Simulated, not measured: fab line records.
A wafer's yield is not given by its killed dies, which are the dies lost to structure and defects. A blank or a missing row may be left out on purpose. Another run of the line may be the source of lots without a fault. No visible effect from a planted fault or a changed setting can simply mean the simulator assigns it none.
Which tool is to blame?    flow gf180mcu    7 lots, 21 wafers sampled, at 2 steps of a route of 602

## WHAT THE GAUGES SHOWED, per wafer
GF_M1_RS_MEAS_05: measurement is done with a four-point probe.
lot   measured      on             M1_ALCU_RS (ohm/sq)
L800  day 16 21:43  film metro-04  0.0689 0.0683 0.0684
L804  day 18 16:22  film metro-03  0.0713 0.0696 0.0706
L807  day 19 21:59  film metro-03  0.0698 0.0691 0.0696
L810  day 20 14:44  film metro-03  0.0701 0.0701 0.0707
L819  day 23 18:11  film metro-04  0.0702 0.0691 0.0695
L821  day 24 08:32  film metro-04  0.0693 0.0696 0.0696

## TOOL THAT RAN EACH LOT (tool first, then ch and the chambers of the sampled wafers, then the start)
lot   GF_STI_EXPOSE_09
L800  krf scanner-01 ch 0, day 2 05:43
L804  krf scanner-02 ch 0, day 3 02:07
L807  krf scanner-01 ch 0, day 3 17:23
L810  krf scanner-01 ch 0, day 4 08:20
L813  krf scanner-02, day 4 23:16
L819  krf scanner-02 ch 0, day 6 06:46
L821  krf scanner-02 ch 0, day 6 17:14
- GF_STI_EXPOSE_09: exposes mask COMP, target cd 220 nm.

## THE ANSWER, worked out from the rows above alone
Rule: the usual values come from the lots themselves. The widest of any qualifying gaps counts: lots, ordered by their means at a reading, are off when they make up no more than a third of the lots, leave a main group of 4 or more, and stand apart from it by 3 or more times the standard deviation of that group's means. If all means in a main group match to the digits the tables above print for the reading, that group is not used. Also off: a lot with no number at a reading for which 4 or more lots have one. The other lots that the step has rows for count as sound.
No lot is off on any of the readings shown, so nothing can be concluded from this.

## WHAT THE SIMULATOR PUT IN
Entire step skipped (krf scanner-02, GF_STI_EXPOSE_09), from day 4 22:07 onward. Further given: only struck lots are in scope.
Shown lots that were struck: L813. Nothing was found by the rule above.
